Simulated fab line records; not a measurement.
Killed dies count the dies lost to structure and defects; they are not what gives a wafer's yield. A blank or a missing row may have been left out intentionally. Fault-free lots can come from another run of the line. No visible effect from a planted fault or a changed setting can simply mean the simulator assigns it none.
Struck lot and sound lot, side by side || flow sky130 || 17 steps out of a route of 708
Sound: these wafers, L900.1, L900.2, L900.3. Struck: wafers L902.2, L902.3, L902.4. The cause is named last.
For every step that has rows: the tool of each side, followed by ch and its chambers, followed by its first start. Under that, the readings that differ: sound wafers || struck wafers || difference of the means || sigmas: that difference in standard deviations of wafers without a fault.
alike: readings with means less than 2 such deviations apart, plus words and numbers identical on both sides. not compared: withheld readings, readings lacking a value on some wafer, bounds such as >300 that could conceal the same value, and numbers that have no deviation in the record and whose values overlap.
A row with sigmas, a row that says differs or no value, or rows on one side alone: a step with any of these is where the two part. When numbers do not overlap yet have no deviation, they are printed without sigmas and do not part them. A reading missing from all wafers of one side parts the sides only when that side holds two or more wafers.

SKY_FIELD_ISO_THK_MEAS_02:
  sound on film-metro-02, day 2 02:38; struck on film-metro-02, day 2 15:35
  alike: FIELD_ISO_OXIDATION_00_THK
then, 1 step without rows for these wafers: SKY_FIELD_ISO_CVD_03 (deposits Si3N4 from DCS/NH3, target thk 165 nm, time 2830 s).
SKY_FIELD_ISO_THK_MEAS_04:
  sound on film-metro-03, day 2 05:04; struck on film-metro-01, day 2 17:30
  alike: FIELD_ISO_CVD_03_THK
then, 8 steps without rows for these wafers: SKY_FIELD_ISO_DEHYDRATE_05 (time 60 s); SKY_FIELD_ISO_HMDS_06 (prime time 60 s); SKY_FIELD_ISO_COAT_07 (resist thk 60 nm); SKY_FIELD_ISO_COAT_08 (resist thk 450 nm); SKY_FIELD_ISO_SOFTBAKE_09 (time 90 s); SKY_FIELD_ISO_EXPOSE_10 (exposes mask FOM, target cd 150 nm); SKY_FIELD_ISO_PEB_11; SKY_FIELD_ISO_DEVELOP_12 (develop time 60 s).
SKY_FIELD_ISO_CD_MEAS_13: the cd target is 150 nm.
  sound on cd-sem-01, day 2 20:04; struck on cd-sem-01, day 3 08:52
  alike: cd-nm
SKY_FIELD_ISO_ETCH_14: etches BARC in N2/H2, stops on SiO2, time 45.9 s, target depth 60 nm.
  sound on rie-diel-02 ch 0,1,3, day 2 20:11; struck on rie-diel-02 ch 0,1,2, day 3 08:58
{"reading": "oes-product-au (a.u.)", "sound": "0.849 0.858 0.865", "struck": "1.002 1.002 1.003", "difference": "+0.145", "sigmas": "+30"}
{"reading": "run-length-s (s)", "sound": "74.1 74.0 73.7", "struck": "52.2 52.7 52.0", "difference": -21.6, "sigmas": -55}
{"reading": "throttle-valve-pct (%)", "sound": "13.235 13.218 13.214", "struck": "13.251 13.253 13.244", "difference": "+0.027", "sigmas": "+3"}
{"reading": "model.KrF-thick_of_FIELD_ISO_COAT_08.thk-nm (nm)", "sound": "396.6 396.2 393.3", "struck": "416.4 417 416.9", "difference": "+21.4", "sigmas": ""}
{"reading": "model.etch.depth-nm (nm)", "sound": "59.8 60.08 60.01", "struck": "41.33 41.12 41.12", "difference": -18.77, "sigmas": ""}
{"reading": "model.FIELD_ISO.cd-nm (nm)", "sound": "150.2 150.3 150.4", "struck": "153.9 153.6 153.4", "difference": "+3.3", "sigmas": ""}
  alike: drypump-motor-current-A
  not compared: rf-hours-counter-h
SKY_FIELD_ISO_ETCH_15: etches the open film in CHF3/O2, stops on Si, target depth 180 nm, time 72 s.
  sound on rie-diel-02 ch 0,1,3, day 2 20:14; struck on rie-diel-02 ch 0,1,2, day 3 09:00
{"reading": "oes-product-au (a.u.)", "sound": "0.950 0.941 0.941", "struck": "0.378 0.377 0.375", "difference": -0.567, "sigmas": -87}
{"reading": "throttle-valve-pct (%)", "sound": "8.829 8.847 8.849", "struck": "8.678 8.673 8.661", "difference": -0.171, "sigmas": -18}
{"reading": "model.KrF-thick_of_FIELD_ISO_COAT_08.thk-nm (nm)", "sound": "242.2 240 236.3", "struck": "258.1 260.8 259.6", "difference": "+20.0", "sigmas": ""}
  alike: drypump-motor-current-A, run-length-s
  not compared: rf-hours-counter-h
SKY_FIELD_ISO_STRIP_16: strips in O2/N2.
  sound on plasma-asher-01 ch 0,1, day 2 20:17; struck on plasma-asher-02 ch 0,1, day 3 09:04
{"reading": "drypump-motor-current-A (A)", "sound": "6.3 6.1 6.3", "struck": "4.8 5.5 4.8", "difference": -1.2, "sigmas": -2}
{"reading": "strip-time-to-endpoint-s (s)", "sound": "3.612 3.600 3.544", "struck": "3.774 3.800 3.800", "difference": "+0.206", "sigmas": "+8"}
  alike: oes-product-au
  not compared: rf-hours-counter-h
SKY_FIELD_ISO_ETCH_17: etches Si in HBr/Cl2/O2, target depth 342 nm, time 97.7 s.
  sound on rie-si-01 ch 0,2,3, day 2 20:23; struck on rie-si-01 ch 1,2,3, day 3 09:10
{"reading": "model.FIELD_ISO.cd-nm (nm)", "sound": "150.3 150.4 150.6", "struck": "153.7 153.8 152.6", "difference": "+2.9", "sigmas": ""}
  alike: HBr_flow_sccm, drypump-motor-current-A, he-backside-leak-sccm, oes-product-au, run-length-s, throttle-valve-pct
  not compared: rf-hours-counter-h
then, 1 step without rows for these wafers: SKY_FIELD_ISO_WET_ETCH_18 (etches Si3N4 in H3PO4, target depth 25 nm, time 286 s).

WHERE THEY PART
Earliest at SKY_FIELD_ISO_ETCH_14; latest, in this record, at SKY_FIELD_ISO_STRIP_16. Later steps at which nothing parts them and some readings are alike: SKY_FIELD_ISO_ETCH_17.

WHY: what the simulator had put in
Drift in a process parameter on rie-diel-02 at SKY_FIELD_ISO_ETCH_14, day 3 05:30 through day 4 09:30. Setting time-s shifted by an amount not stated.
